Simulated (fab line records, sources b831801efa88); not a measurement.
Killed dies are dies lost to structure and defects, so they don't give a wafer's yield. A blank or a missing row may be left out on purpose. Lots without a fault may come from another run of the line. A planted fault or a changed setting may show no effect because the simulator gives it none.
Problem report in the 8D (eight disciplines) form, filled by code | flow gf180mcu | the parts of the form that need people (team, actions taken, sign-off) are left out

1. THE PROBLEM
PASSIVATION_CVD_00_THK at GF_PASSIVATION_THK_MEAS_01 reads a mean of 1540 nm on 2 wafers of 2 lots; wafers without a fault read 1002 nm with a standard deviation of 14. That is +38 standard deviations from the usual mean.
First seen on wafer L781.6, day 31 20:13, on film_metro-03. The record holds 34 wafers of 12 lots with a number at this step. Rule for "out", or "out of limits": more than 4 standard deviations from the usual mean. The other wafers with a number count as sound.

2. WHAT IT IS AND WHAT IT IS NOT
question                    | is                           | is not
which readings at this step | PASSIVATION_CVD_00_THK       | -
which lots                  | L781, L784                   | L769, L771, L774, L775, L777, L786, L789, L790, L791, L792
which wafers of those lots  | L781.6, L784.6               | L781.4, L784.4
read on which gauges        | film_metro-03, film_metro-04 | film_metro-02
when                        | from day 31 20:13            | up to then (16 sound wafers); but 16 sound wafers of L784, L786, L789, L790, L791, L792 came after

3. SUSPECTS, AND WHAT RULES EACH OUT
Counting: a tool at a process step up to the reading stays a suspect if it ran every lot that is out. Sound lots after the first of them don't rule it out here, since some wafers of a struck lot are sound.
- the gauge at GF_PASSIVATION_THK_MEAS_01: ruled out. The wafers that are out were read on 2 gauges (film_metro-03, film_metro-04).
- pecvd-04 at GF_PASSIVATION_CVD_00 (deposits SiO2 from TEOS, target thk 1000 nm, time 111.95 s): kept. It ran every lot that is out, first L781 (day 31 20:09); its last sound lot up to then is L777 (day 30 15:02).
Left after counting: pecvd-04 at GF_PASSIVATION_CVD_00.

4. THE CAUSE (what the simulator had put in)
Process parameter drift: pecvd-04, from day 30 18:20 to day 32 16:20, at GF_PASSIVATION_CVD_00. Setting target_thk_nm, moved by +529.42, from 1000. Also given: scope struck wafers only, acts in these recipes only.
Counting left only this tool.

5. THE CHAIN OF EFFECTS, in route order
Each row: a reading whose mean over the struck wafers that have a number lies more than 3 standard deviations from the usual. Only readings for which the record gives a usual standard deviation are gone through. hours: the time from each lot's start at the first step in this table that gives one to its start at this step, as a median over the lots. sigmas: the change in usual standard deviations.
hours | step                       | reading                | usual      | on struck wafers | change | sigmas
0     | GF_PASSIVATION_THK_MEAS_01 | PASSIVATION_CVD_00_THK | 1002 nm    | 1540             | +538   | +38
17    | GF_PASSIVATION_ETCH_11     | oes_product_au         | 0.990 a.u. | 1.010            | +0.020 | +3.1
19    | GF_PASSIVATION_PROBE_99    | defect_limited_yield   | 90.5 %     | 0.0              | -90.5  | -65
19    | GF_PASSIVATION_PROBE_99    | killed_at_other        | 0.1        | 445.5            | +445.4 | +99 or more
19    | GF_PASSIVATION_PROBE_99    | killed_dies            | 47         | 492              | +445   | +64
19    | GF_PASSIVATION_PROBE_99    | killed_on_rim          | 8.8        | 96.0             | +87.2  | +32
19    | GF_PASSIVATION_PROBE_99    | sort_bin_5_function    | 5.6 %      | 95.7             | +90.1  | +82
19    | GF_PASSIVATION_PROBE_99    | sort_n_pass            | 445        | 0                | -445   | -64
19    | GF_PASSIVATION_PROBE_99    | sort_yield_pct         | 90.5 %     | 0.0              | -90.5  | -65
The process steps in it:
- GF_PASSIVATION_ETCH_11: etches the open film in CF4/O2, stops on TiN, target depth 2040 nm, time 453.3 s.
- GF_PASSIVATION_PROBE_99

6. WHAT WOULD HAVE CAUGHT IT SOONER
In this record the first reading out of limits at a measuring or inspecting step was taken at day 31 20:13, 26 hours after the fault began at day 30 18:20.
Of the tool readings at GF_PASSIVATION_CVD_00 for which the record gives a usual standard deviation, none was out on any struck wafer, so an alarm limit of 4 standard deviations on them would not have fired.
Of the lots that are out (2), L784 began GF_PASSIVATION_CVD_00 on pecvd-04 after day 31 20:13. A hold on the tool at that time would have spared it.
